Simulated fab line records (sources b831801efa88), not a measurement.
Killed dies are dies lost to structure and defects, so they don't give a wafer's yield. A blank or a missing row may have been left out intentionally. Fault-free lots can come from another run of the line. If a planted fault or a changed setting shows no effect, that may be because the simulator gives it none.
Chamber matching / flow sky130 / SKY_VIA2_ETCH_14 on rieDiel-01: 4 sister chambers
The step etches BARC in N2/H2, stops on SiO2, time 45.9 s, target depth 60 nm. 4 wafers are shown with their chamber, then 10 later ones without.

WAFERS WITH THEIR CHAMBER
wafer=L344.2; chamber=3; drypumpMotorCurrentA (A)=6.6
wafer=L344.4; chamber=0; drypumpMotorCurrentA (A)=6.1
wafer=L345.2; chamber=2; drypumpMotorCurrentA (A)=6.2
wafer=L345.3; chamber=1; drypumpMotorCurrentA (A)=6.4

WAFERS WITHOUT THEIR CHAMBER
wafer=L345.6; drypumpMotorCurrentA (A)=6.7
wafer=L346.2; drypumpMotorCurrentA (A)=6.2
wafer=L346.3; drypumpMotorCurrentA (A)=6.1
wafer=L346.5; drypumpMotorCurrentA (A)=6.1
wafer=L347.1; drypumpMotorCurrentA (A)=6.4
wafer=L347.3; drypumpMotorCurrentA (A)=6.7
wafer=L347.5; drypumpMotorCurrentA (A)=6.6
wafer=L349.2; drypumpMotorCurrentA (A)=6.2
wafer=L349.4; drypumpMotorCurrentA (A)=6.1
wafer=L349.5; drypumpMotorCurrentA (A)=6.4

WHICH CHAMBER EACH WENT THROUGH
wafer=L345.6; from the rows above=3; in truth=3
wafer=L346.2; from the rows above=2; in truth=2
wafer=L346.3; from the rows above=0; in truth=0
wafer=L346.5; from the rows above=0; in truth=0
wafer=L347.1; from the rows above=1; in truth=1
wafer=L347.3; from the rows above=3; in truth=3
wafer=L347.5; from the rows above=3; in truth=3
wafer=L349.2; from the rows above=2; in truth=2
wafer=L349.4; from the rows above=0; in truth=0
wafer=L349.5; from the rows above=1; in truth=1
Correct placement for 10 of the 10. Number that these rows cannot place: 0. Placed wrongly: 0.
How it was worked out, from the rows above alone: a wafer's distance from a chamber is the root of the sum, over the readings, of the square of ((its reading less the chamber's mean) divided by the reading's scatter). If the next closest chamber is less than 2 further off than the closest, the wafer can't be placed; otherwise it belongs to the closest. A chamber's mean is the mean of its shown wafers. The scatter: with one shown wafer a chamber, the root of the mean of the squares of how far each hidden wafer lies from its nearest shown one.
